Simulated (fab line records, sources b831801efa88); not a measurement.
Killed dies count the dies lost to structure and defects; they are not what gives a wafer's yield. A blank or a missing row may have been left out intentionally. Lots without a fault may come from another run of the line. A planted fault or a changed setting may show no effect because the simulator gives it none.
fab line records	flow sky130
[record] lots = 24	wafers = 72	last-day = 50
route steps=708 shown CONTACT@411 METAL1@438 METAL2@483
lots that met no fault: taken from a fault-free run of the same line
start-h: hours from the record's opening day to when the first of the lot's shown wafers began	wait-h: hours elapsed since this lot's preceding step	" identical to the entry in the row above	L1.1+2: several wafers, shown together as one row	- either no value or no given start	* or withheld: withheld	< > ~ a bound
route shown NAME@n: a module of which the file shows steps, and the number in the route of the first	usual: mean and standard deviation over wafers with no fault	same: alike in all rows	chamber/n: place in a boat	sites: the reading at each site	_std_site: their standard deviation	_edge_site: mean of outer sites minus mean of inner sites	radius-mm: for every site, how far away it sits from the centre of the wafer	mask NAME#n: copy n	behind: tool/chamber where the wafer was last shaped	hold: reason for holding the lot/hours on hold/outcome of the hold	device: whichever transistor did not switch (one of n, p or np)	end of line: tests run on the same wafers once the route is complete	where a step has no rows: the recipe by itself	killed: dies that structure and defects cost at the first sort, which is not the same as the wafer's yield	map: a wafer's dies, x killed, . not, _ none there
set.NAME: the setting the step ran with; set.NAME@STEP: the setting that earlier step ran with	model.NAME: the simulator's own value behind a step, which no gauge read
the route's steps for a sample of lots (tables are steps, rows are wafers)
services: from which hour (start-h, from the record's first day; less than 0 if before it) a tool's chamber was out of use, for how many hours, and why
[[steps]]
[step SKY_CONTACT_BOW_MEAS_05]
[recipe] mode = bow
[usual] CONTACT_BOW = 82/7.1
lot.wafer	tool	chamber	start-h	wait-h	CONTACT_BOW[um]
L074.1	film-metro-01	-	686.05	0.2	89
L074.3	"	-	"	"	83
L074.5	"	-	"	"	82
L075.4	film-metro-01	-	700.95	0.2	90
L075.5	"	-	"	"	80
L075.6	"	-	"	"	81
L076.2	film-metro-03	-	709.57	0.3	72
L076.4	"	-	"	"	84
L076.5	"	-	"	"	82
L077.2	film-metro-03	-	721.39	0.1	83
L077.3	"	-	"	"	86
L077.6	"	-	"	"	89
L078.1	film-metro-01	-	737.38	0.1	84
L078.2	"	-	"	"	89
L078.3	"	-	"	"	86
L079.3	film-metro-04	-	750.67	0.2	74
L079.4	"	-	"	"	69
L079.6	"	-	"	"	75
L080.2	film-metro-01	-	756.47	0.2	85
L080.3	"	-	"	"	96
L080.4	"	-	"	"	91
L081.1	film-metro-04	-	760.49	0.2	80
L081.5	"	-	"	"	78
L081.6	"	-	"	"	89
L082.1	film-metro-03	-	776.02	0.2	80
L082.2	"	-	"	"	79
L082.5	"	-	"	"	76
L084.3	film-metro-01	-	782.03	0.2	78
L084.5	"	-	"	"	84
L084.6	"	-	"	"	83
L083.1	film-metro-03	-	783.24	0.2	80
L083.3	"	-	"	"	93
L083.5	"	-	"	"	85
L085.3	film-metro-04	-	785.50	0.2	75
L085.4	"	-	"	"	78
L085.6	"	-	"	"	98
L086.1	film-metro-03	-	795.31	0.2	73
L086.3	"	-	"	"	77
L086.4	"	-	"	"	89
L087.3	film-metro-01	-	805.07	0.1	85
L087.4	"	-	"	"	77
L087.6	"	-	"	"	78
L088.1	film-metro-01	-	809.05	0.1	70
L088.2	"	-	"	"	69
L088.4	"	-	"	"	78
L090.3	film-metro-01	-	842.13	0.3	84
L090.5	"	-	"	"	76
L090.6	"	-	"	"	90
L091.2	film-metro-03	-	842.41	0.2	79
L091.4	"	-	"	"	87
L091.5	"	-	"	"	75
L089.2	film-metro-03	-	842.71	0.3	68
L089.4	"	-	"	"	85
L089.5	"	-	"	"	80
L092.4	film-metro-01	-	844.55	0.2	88
L092.5	"	-	"	"	83
L092.6	"	-	"	"	92
L093.1	film-metro-03	-	853.95	0.1	85
L093.5	"	-	"	"	80
L093.6	"	-	"	"	75
L094.3	film-metro-03	-	871.11	0.3	82
L094.4	"	-	"	"	87
L094.5	"	-	"	"	87
L096.1	film-metro-03	-	889.40	0.2	93
L096.3	"	-	"	"	79
L096.6	"	-	"	"	83
L095.1	film-metro-04	-	889.78	0.1	76
L095.3	"	-	"	"	89
L095.6	"	-	"	"	83
L097.1	film-metro-01	-	893.94	0.1	82
L097.2	"	-	"	"	79
L097.3	"	-	"	"	83
[step SKY_CONTACT_THK_MEAS_26]
[recipe] thk-meas-gauge = xrf	reads = W_of_CONTACT_CVD_24
[usual] CONTACT_W_THK = 342/4.7
lot.wafer	tool	chamber	start-h	wait-h	CONTACT_W_THK[nm]
L074.1	film-metro-01	-	714.73	0.1	335
L074.3	"	-	"	"	336
L074.5	"	-	"	"	335
L075.4	film-metro-04	-	728.46	0.1	339
L075.5	"	-	"	"	345
L075.6	"	-	"	"	343
L076.2	film-metro-01	-	737.85	0.1	339
L076.4	"	-	"	"	340
L076.5	"	-	"	"	338
L077.2	film-metro-03	-	749.24	0.1	345
L077.3	"	-	"	"	342
L077.6	"	-	"	"	344
L078.1	film-metro-03	-	765.15	0.1	341
L078.2	"	-	"	"	342
L078.3	"	-	"	"	346
L079.3	film-metro-04	-	778.26	0.1	357
L079.4	"	-	"	"	350
L079.6	"	-	"	"	352
L080.2	film-metro-04	-	784.13	0.1	350
L080.3	"	-	"	"	346
L080.4	"	-	"	"	350
L081.1	film-metro-04	-	788.22	0.1	348
L081.5	"	-	"	"	345
L081.6	"	-	"	"	344
L082.1	film-metro-04	-	803.21	0.1	346
L082.2	"	-	"	"	345
L082.5	"	-	"	"	343
L084.3	film-metro-03	-	809.43	0.1	348
L084.5	"	-	"	"	346
L084.6	"	-	"	"	349
L083.1	film-metro-03	-	811.09	0.1	346
L083.3	"	-	"	"	346
L083.5	"	-	"	"	343
L085.3	film-metro-04	-	813.74	0.1	341
L085.4	"	-	"	"	340
L085.6	"	-	"	"	346
L086.1	film-metro-01	-	823.04	0.1	331
L086.3	"	-	"	"	338
L086.4	"	-	"	"	329
L087.3	film-metro-03	-	831.96	0.1	344
L087.4	"	-	"	"	340
L087.6	"	-	"	"	338
L088.1	film-metro-04	-	836.30	0.1	342
L088.2	"	-	"	"	340
L088.4	"	-	"	"	343
L090.3	film-metro-04	-	870.11	0.1	341
L090.5	"	-	"	"	345
L090.6	"	-	"	"	339
L091.2	film-metro-01	-	870.14	0.1	338
L091.4	"	-	"	"	339
L091.5	"	-	"	"	343
L089.2	film-metro-03	-	870.23	0.1	341
L089.4	"	-	"	"	342
L089.5	"	-	"	"	342
L092.4	film-metro-03	-	872.04	0.1	339
L092.5	"	-	"	"	341
L092.6	"	-	"	"	334
L093.1	film-metro-01	-	881.24	0.1	341
L093.5	"	-	"	"	345
L093.6	"	-	"	"	335
L094.3	film-metro-01	-	898.27	0.1	339
L094.4	"	-	"	"	336
L094.5	"	-	"	"	338
L096.1	film-metro-01	-	915.06	0.1	345
L096.3	"	-	"	"	341
L096.6	"	-	"	"	345
L095.1	film-metro-04	-	915.41	0.1	339
L095.3	"	-	"	"	340
L095.6	"	-	"	"	344
L097.1	film-metro-03	-	919.99	0.1	344
L097.2	"	-	"	"	343
L097.3	"	-	"	"	344
[step SKY_METAL1_SPUTTER_04]
[recipe] material = TiN	target-thk-nm = 70	power-w = 6500	time-s = 58.3	chamber-pressure-pa = 0.4
[usual] cathode-dc-power-W = 6499.9/1.2	throttle-valve-pct = 30.0/1.3
lot.wafer	tool	chamber	start-h	wait-h	cathode-dc-power-W	throttle-valve-pct
L074.1	pvd-sputter-04	-	715.19	0.0	6498.3	29.2
L074.3	"	-	"	"	6500.1	31.9
L074.5	"	-	"	"	6500.7	32.2
L075.4	pvd-sputter-02	-	728.88	0.0	6501.7	30.6
L075.5	"	-	"	"	6500.0	28.3
L075.6	"	-	"	"	6500.2	30.1
L076.2	pvd-sputter-04	-	738.29	0.0	6497.2	32.1
L076.4	"	-	"	"	6499.0	31.9
L076.5	"	-	"	"	6499.7	29.6
L077.2	pvd-sputter-03	-	749.68	0.0	6501.9	30.8
L077.3	"	-	"	"	6498.9	29.4
L077.6	"	-	"	"	6499.3	30.1
L078.1	pvd-sputter-04	-	765.60	0.0	6499.3	32.3
L078.2	"	-	"	"	6500.8	29.2
L078.3	"	-	"	"	6499.7	32.3
L079.3	pvd-sputter-03	-	778.69	0.0	6501.8	29.9
L079.4	"	-	"	"	6502.3	28.5
L079.6	"	-	"	"	6500.0	30.3
L080.2	pvd-sputter-03	-	784.57	0.0	6497.9	29.4
L080.3	"	-	"	"	6499.9	30.8
L080.4	"	-	"	"	6501.6	28.4
L081.1	pvd-sputter-03	-	788.67	0.0	6498.6	30.8
L081.5	"	-	"	"	6499.0	30.9
L081.6	"	-	"	"	6499.6	28.2
L082.1	pvd-sputter-04	-	803.66	0.0	6498.6	29.1
L082.2	"	-	"	"	6499.6	32.0
L082.5	"	-	"	"	6500.5	28.3
L084.3	pvd-sputter-02	-	809.86	0.0	6498.6	30.2
L084.5	"	-	"	"	6500.4	30.3
L084.6	"	-	"	"	6499.9	29.4
L083.1	pvd-sputter-04	-	811.54	0.0	6496.8	28.4
L083.3	"	-	"	"	6499.8	32.3
L083.5	"	-	"	"	6500.4	29.3
L085.3	pvd-sputter-04	-	814.17	0.0	6498.2	32.0
L085.4	"	-	"	"	6500.2	28.6
L085.6	"	-	"	"	6501.3	32.2
L086.1	pvd-sputter-02	-	823.49	0.0	6499.9	28.4
L086.3	"	-	"	"	6502.6	30.5
L086.4	"	-	"	"	6500.5	29.9
L087.3	pvd-sputter-02	-	832.39	0.0	6499.7	29.3
L087.4	"	-	"	"	6501.9	28.3
L087.6	"	-	"	"	6498.4	29.2
L088.1	pvd-sputter-02	-	836.75	0.0	6499.4	29.5
L088.2	"	-	"	"	6499.9	30.0
L088.4	"	-	"	"	6499.8	30.2
L090.3	pvd-sputter-04	-	870.54	0.0	6499.5	29.1
L090.5	"	-	"	"	6498.9	32.2
L090.6	"	-	"	"	6500.4	28.7
L091.2	pvd-sputter-03	-	870.58	0.0	6499.5	29.2
L091.4	"	-	"	"	6499.4	30.1
L091.5	"	-	"	"	6499.4	30.1
L089.2	pvd-sputter-02	-	870.84	0.0	6500.7	30.2
L089.4	"	-	"	"	6500.2	30.3
L089.5	"	-	"	"	6499.2	29.4
L092.4	pvd-sputter-02	-	872.48	0.0	6501.9	29.4
L092.5	"	-	"	"	6499.8	30.5
L092.6	"	-	"	"	6500.1	28.3
L093.1	pvd-sputter-04	-	881.69	0.0	6500.2	29.3
L093.5	"	-	"	"	6497.8	28.9
L093.6	"	-	"	"	6499.4	29.3
L094.3	pvd-sputter-02	-	898.70	0.0	6500.7	28.2
L094.4	"	-	"	"	6498.3	30.1
L094.5	"	-	"	"	6499.7	29.3
L096.1	pvd-sputter-02	-	915.54	0.0	6499.5	29.3
L096.3	"	-	"	"	6499.3	29.9
L096.6	"	-	"	"	6501.4	29.2
L095.1	pvd-sputter-04	-	916.14	0.0	6498.6	32.2
L095.3	"	-	"	"	6499.7	28.3
L095.6	"	-	"	"	6500.6	32.3
L097.1	pvd-sputter-03	-	920.44	0.0	6501.2	30.0
L097.2	"	-	"	"	6499.9	29.4
L097.3	"	-	"	"	6499.8	28.6
[step SKY_METAL2_SPUTTER_00]
[recipe] material = Ti	target-thk-nm = 15	power-w = 3000	time-s = 10	chamber-pressure-pa = 0.4
[usual] cathode-dc-power-W = 3000.0/0.49	throttle-valve-pct = 30.1/1.2
lot.wafer	tool	chamber	start-h	wait-h	cathode-dc-power-W	throttle-valve-pct
L074.1	pvd-sputter-02	-	773.28	0.1	3000.1	30.4
L074.3	"	-	"	"	2999.2	28.3
L074.5	"	-	"	"	3000.5	30.0
L075.4	pvd-sputter-02	-	785.13	0.2	2999.7	28.5
L075.5	"	-	"	"	3000.3	30.5
L075.6	"	-	"	"	3001.2	28.5
L076.2	pvd-sputter-02	-	794.57	0.2	3000.2	30.2
L076.4	"	-	"	"	2999.4	28.4
L076.5	"	-	"	"	3000.0	28.2
L077.2	pvd-sputter-02	-	806.26	0.2	3001.0	30.5
L077.3	"	-	"	"	3000.6	29.4
L077.6	"	-	"	"	2999.6	30.0
L078.1	pvd-sputter-01	-	820.93	0.2	2998.7	30.1
L078.2	"	-	"	"	2999.9	30.7
L078.3	"	-	"	"	2999.8	30.8
L079.3	pvd-sputter-04	-	834.52	0.2	3000.1	32.0
L079.4	"	-	"	"	2999.2	28.2
L079.6	"	-	"	"	3000.1	29.4
L080.2	pvd-sputter-04	-	840.59	0.1	3000.1	32.0
L080.3	"	-	"	"	3000.2	28.5
L080.4	"	-	"	"	2999.2	32.1
L081.1	pvd-sputter-01	-	843.59	0.1	3000.6	30.4
L081.5	"	-	"	"	3000.6	30.8
L081.6	"	-	"	"	3000.3	30.6
L082.1	pvd-sputter-04	-	858.43	0.2	3000.0	31.9
L082.2	"	-	"	"	2999.9	32.3
L082.5	"	-	"	"	2999.4	29.3
L084.3	pvd-sputter-04	-	864.73	0.2	3000.2	31.9
L084.5	"	-	"	"	3000.0	32.1
L084.6	"	-	"	"	2999.7	32.0
L083.1	pvd-sputter-04	-	867.24	0.1	2999.9	32.2
L083.3	"	-	"	"	3000.3	28.4
L083.5	"	-	"	"	2999.3	29.0
L085.3	pvd-sputter-02	-	869.33	0.1	2999.8	28.4
L085.4	"	-	"	"	3000.3	30.5
L085.6	"	-	"	"	3000.2	28.4
L086.1	pvd-sputter-04	-	878.33	0.2	3000.2	32.0
L086.3	"	-	"	"	3000.1	29.3
L086.4	"	-	"	"	2999.8	28.2
L087.3	pvd-sputter-01	-	887.45	0.2	3000.0	29.4
L087.4	"	-	"	"	3000.6	30.8
L087.6	"	-	"	"	3000.3	30.7
L088.1	pvd-sputter-04	-	892.51	0.1	3001.0	28.4
L088.2	"	-	"	"	3000.0	32.0
L088.4	"	-	"	"	3000.1	29.4
L090.3	pvd-sputter-01	-	923.71	0.1	3000.2	30.5
L090.5	"	-	"	"	3000.1	29.7
L090.6	"	-	"	"	3000.8	30.5
L091.2	pvd-sputter-04	-	923.75	0.2	2999.2	32.4
L091.4	"	-	"	"	3000.3	32.3
L091.5	"	-	"	"	2999.9	28.5
L089.2	pvd-sputter-02	-	924.19	0.2	2999.9	29.3
L089.4	"	-	"	"	3000.3	28.4
L089.5	"	-	"	"	2999.3	29.4
L092.4	pvd-sputter-02	-	925.49	0.2	2999.1	28.6
L092.5	"	-	"	"	3000.3	28.6
L092.6	"	-	"	"	2999.9	29.7
L093.1	pvd-sputter-04	-	934.48	0.1	2999.2	31.9
L093.5	"	-	"	"	3000.0	28.4
L093.6	"	-	"	"	2999.9	32.1
L094.3	pvd-sputter-01	-	950.82	0.2	2999.7	29.6
L094.4	"	-	"	"	3000.5	30.4
L094.5	"	-	"	"	2999.8	29.7
L096.1	pvd-sputter-01	-	967.99	0.1	3000.0	30.4
L096.3	"	-	"	"	2999.7	29.5
L096.6	"	-	"	"	3000.0	30.5
L095.1	pvd-sputter-04	-	968.29	0.1	2999.7	32.1
L095.3	"	-	"	"	3000.4	29.3
L095.6	"	-	"	"	2999.4	29.4
L097.1	pvd-sputter-01	-	972.69	0.1	3000.3	30.7
L097.2	"	-	"	"	3000.9	30.6
L097.3	"	-	"	"	3000.3	30.4
[step SKY_METAL2_RS_MEAS_05]
[recipe] thk-meas-gauge = four-point-probe	reads = TiN_of_METAL2_SPUTTER_04+Ti_of_METAL2_SPUTTER_03+AlCu_of_METAL2_SPUTTER_02+TiN_of_METAL2_SPUTTER_01+Ti_of_METAL2_SPUTTER_00
[usual] METAL2_ALCU_RS = 0.1272/0.0011
lot.wafer	tool	chamber	start-h	wait-h	METAL2_ALCU_RS[ohm/sq]
L074.1	film-metro-04	-	773.42	0.0	0.1272
L074.3	"	-	"	"	0.1303
L074.5	"	-	"	"	0.1289
L075.4	film-metro-03	-	785.33	0.1	0.1288
L075.5	"	-	"	"	0.1264
L075.6	"	-	"	"	0.1286
L076.2	film-metro-03	-	794.73	0.0	0.1259
L076.4	"	-	"	"	0.1285
L076.5	"	-	"	"	0.1283
L077.2	film-metro-03	-	806.42	0.0	0.1257
L077.3	"	-	"	"	0.1282
L077.6	"	-	"	"	0.1274
L078.1	film-metro-02	-	821.07	0.0	0.1270
L078.2	"	-	"	"	0.1261
L078.3	"	-	"	"	0.1280
L079.3	film-metro-04	-	834.70	0.1	0.1259
L079.4	"	-	"	"	0.1252
L079.6	"	-	"	"	0.1248
L080.2	film-metro-02	-	840.75	0.0	0.1274
L080.3	"	-	"	"	0.1267
L080.4	"	-	"	"	0.1271
L081.1	film-metro-04	-	843.73	0.0	0.1273
L081.5	"	-	"	"	0.1274
L081.6	"	-	"	"	0.1265
L082.1	film-metro-03	-	858.57	0.0	0.1276
L082.2	"	-	"	"	0.1285
L082.5	"	-	"	"	0.1279
L084.3	film-metro-04	-	864.91	0.1	0.1287
L084.5	"	-	"	"	0.1290
L084.6	"	-	"	"	0.1286
L083.1	film-metro-04	-	867.38	0.0	0.1283
L083.3	"	-	"	"	0.1280
L083.5	"	-	"	"	0.1282
L085.3	film-metro-03	-	869.51	0.1	0.1285
L085.4	"	-	"	"	0.1264
L085.6	"	-	"	"	0.1293
L086.1	film-metro-03	-	878.47	0.0	0.1283
L086.3	"	-	"	"	0.1272
L086.4	"	-	"	"	0.1267
L087.3	film-metro-03	-	887.63	0.1	0.1266
L087.4	"	-	"	"	0.1261
L087.6	"	-	"	"	0.1267
L088.1	film-metro-04	-	892.65	0.0	0.1278
L088.2	"	-	"	"	0.1275
L088.4	"	-	"	"	0.1268
L090.3	film-metro-03	-	923.89	0.1	0.1276
L090.5	"	-	"	"	0.1272
L090.6	"	-	"	"	0.1273
L091.2	film-metro-02	-	923.91	0.0	0.1253
L091.4	"	-	"	"	0.1278
L091.5	"	-	"	"	0.1264
L089.2	film-metro-03	-	924.35	0.0	0.1274
L089.4	"	-	"	"	0.1286
L089.5	"	-	"	"	0.1274
L092.4	film-metro-04	-	925.69	0.1	0.1275
L092.5	"	-	"	"	0.1287
L092.6	"	-	"	"	0.1268
L093.1	film-metro-03	-	934.62	0.0	0.1254
L093.5	"	-	"	"	0.1260
L093.6	"	-	"	"	0.1257
L094.3	film-metro-02	-	951.00	0.1	0.1265
L094.4	"	-	"	"	0.1249
L094.5	"	-	"	"	0.1266
L096.1	film-metro-03	-	968.13	0.0	0.1278
L096.3	"	-	"	"	0.1276
L096.6	"	-	"	"	0.1285
L095.1	film-metro-02	-	968.43	0.0	0.1262
L095.3	"	-	"	"	0.1278
L095.6	"	-	"	"	0.1270
L097.1	film-metro-03	-	972.83	0.0	0.1264
L097.2	"	-	"	"	0.1270
L097.3	"	-	"	"	0.1273
[step SKY_METAL2_OVL_MEAS_16]
[usual] METAL2_OVL = 6/4.4
lot.wafer	tool	chamber	start-h	wait-h	METAL2_OVL[nm]
L074.1	overlay-02	-	799.71	0.1	1
L074.3	"	-	"	"	6
L074.5	"	-	"	"	-3
L075.4	overlay-01	-	812.20	0.1	8
L075.5	"	-	"	"	7
L075.6	"	-	"	"	9
L076.2	overlay-01	-	820.89	0.1	13
L076.4	"	-	"	"	10
L076.5	"	-	"	"	10
L077.2	overlay-01	-	832.74	0.1	10
L077.3	"	-	"	"	9
L077.6	"	-	"	"	4
L078.1	overlay-02	-	847.33	0.1	7
L078.2	"	-	"	"	7
L078.3	"	-	"	"	10
L079.3	overlay-01	-	861.44	0.1	5
L079.4	"	-	"	"	3
L079.6	"	-	"	"	7
L080.2	overlay-02	-	866.71	0.1	11
L080.3	"	-	"	"	7
L080.4	"	-	"	"	10
L081.1	overlay-02	-	869.83	0.1	1
L081.5	"	-	"	"	3
L081.6	"	-	"	"	3
L082.1	overlay-01	-	884.76	0.1	1
L082.2	"	-	"	"	3
L082.5	"	-	"	"	5
L084.3	overlay-02	-	890.92	0.1	12
L084.5	"	-	"	"	8
L084.6	"	-	"	"	10
L083.1	overlay-01	-	893.73	0.1	10
L083.3	"	-	"	"	7
L083.5	"	-	"	"	14
L085.3	overlay-01	-	894.94	0.1	14
L085.4	"	-	"	"	9
L085.6	"	-	"	"	8
L086.1	overlay-02	-	903.56	0.1	3
L086.3	"	-	"	"	5
L086.4	"	-	"	"	4
L087.3	overlay-01	-	912.87	0.1	9
L087.4	"	-	"	"	11
L087.6	"	-	"	"	8
L088.1	overlay-02	-	917.96	0.1	3
L088.2	"	-	"	"	7
L088.4	"	-	"	"	7
L091.2	overlay-01	-	948.27	0.1	0
L091.4	"	-	"	"	0
L091.5	"	-	"	"	9
L090.3	overlay-02	-	948.27	0.1	2
L090.5	"	-	"	"	3
L090.6	"	-	"	"	1
L089.2	overlay-02	-	948.54	0.1	4
L089.4	"	-	"	"	2
L089.5	"	-	"	"	-3
L092.4	overlay-02	-	950.03	0.1	7
L092.5	"	-	"	"	0
L092.6	"	-	"	"	7
L093.1	overlay-01	-	959.33	0.1	6
L093.5	"	-	"	"	1
L093.6	"	-	"	"	8
L094.3	overlay-02	-	975.25	0.1	6
L094.4	"	-	"	"	0
L094.5	"	-	"	"	-2
L096.1	overlay-01	-	991.43	0.1	12
L096.3	"	-	"	"	10
L096.6	"	-	"	"	12
L095.1	overlay-02	-	991.78	0.1	13
L095.3	"	-	"	"	10
L095.6	"	-	"	"	11
L097.1	overlay-01	-	996.53	0.1	4
L097.2	"	-	"	"	4
L097.3	"	-	"	"	2
[[services]]
tool	chamber	start-h	hours	kind
pvd-sputter-01	2	707.06	-	consumable-replace:kit
pvd-sputter-01	2	707.06	18.0	scheduled-down
pvd-sputter-01	2	707.06	18.0	vent-cycle
pvd-sputter-04	-	728.96	1.7	repair
pvd-sputter-04	-	829.68	2.6	repair
pvd-sputter-03	3	832.59	-	consumable-replace:kit
pvd-sputter-03	3	832.59	18.0	scheduled-down
pvd-sputter-03	3	832.59	18.0	vent-cycle
pvd-sputter-04	0	834.66	-	consumable-replace:kit
pvd-sputter-04	0	834.66	18.0	scheduled-down
pvd-sputter-04	0	834.66	18.0	vent-cycle
pvd-sputter-04	-	842.94	2.8	repair
pvd-sputter-02	3	869.47	-	consumable-replace:kit
pvd-sputter-02	3	869.47	18.0	scheduled-down
pvd-sputter-02	3	869.47	18.0	vent-cycle
pvd-sputter-01	-	892.39	7.3	repair
pvd-sputter-04	-	905.54	3.6	repair
pvd-sputter-04	3	964.77	-	consumable-replace:kit
pvd-sputter-04	3	964.77	18.0	scheduled-down
pvd-sputter-04	3	964.77	18.0	vent-cycle
[[key]]
fault none
